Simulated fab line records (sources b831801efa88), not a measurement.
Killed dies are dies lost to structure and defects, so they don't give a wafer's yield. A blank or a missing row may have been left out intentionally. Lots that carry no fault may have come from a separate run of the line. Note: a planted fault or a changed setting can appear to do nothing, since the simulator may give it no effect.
Chamber matching + flow sky130 + SKY_CONTACT_CMP_27 on cmp-02: 4 sister chambers
The step polishes, stops on SiO2, t overpolish 15 s, target thk 0 nm. 4 wafers are shown with their chamber, then 9 later ones without.

WAFERS, EACH WITH ITS CHAMBER
| wafer  | chamber | motor_current_A (A) |
|--------|---------|---------------------|
| L822.2 | 1       | 9.8                 |
| L830.1 | 2       | 12.3                |
| L830.3 | 3       | 10.7                |
| L830.6 | 0       | 10.9                |

WAFERS MISSING THEIR CHAMBER
| wafer  | motor_current_A (A) |
|--------|---------------------|
| L831.1 | 11.5                |
| L831.3 | 12.8                |
| L831.6 | 11.0                |
| L832.1 | 12.5                |
| L832.4 | 11.1                |
| L832.6 | 9.9                 |
| L833.1 | 10.7                |
| L833.3 | 11.8                |
| L833.6 | 11.1                |

WHICH CHAMBER EACH WENT THROUGH
| wafer  | from the rows above          | in truth |
|--------|------------------------------|----------|
| L831.1 | can't be placed: 0 or 2 or 3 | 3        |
| L831.3 | 2                            | 2        |
| L831.6 | can't be placed: 0 or 3      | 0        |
| L832.1 | 2                            | 2        |
| L832.4 | can't be placed: 0 or 3      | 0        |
| L832.6 | 1                            | 1        |
| L833.1 | can't be placed: 3 or 0      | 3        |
| L833.3 | can't be placed: 2 or 0 or 3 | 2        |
| L833.6 | can't be placed: 0 or 3      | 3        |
Correct placement for 3 of the 9. These rows do not allow placing 6 (true chamber among the candidates in 6). Wrongly placed: 0.
How it was worked out, from the rows above alone: a wafer's distance from a chamber is the root of the sum, over the readings, of the square of ((its reading less the chamber's mean) divided by the reading's scatter). If the next closest chamber is less than 2 further off than the closest, the wafer can't be placed; otherwise it belongs to the closest. Each chamber's mean is taken over the wafers shown for it. The scatter: with one shown wafer a chamber, the root of the mean of the squares of how far each hidden wafer lies from its nearest shown one.
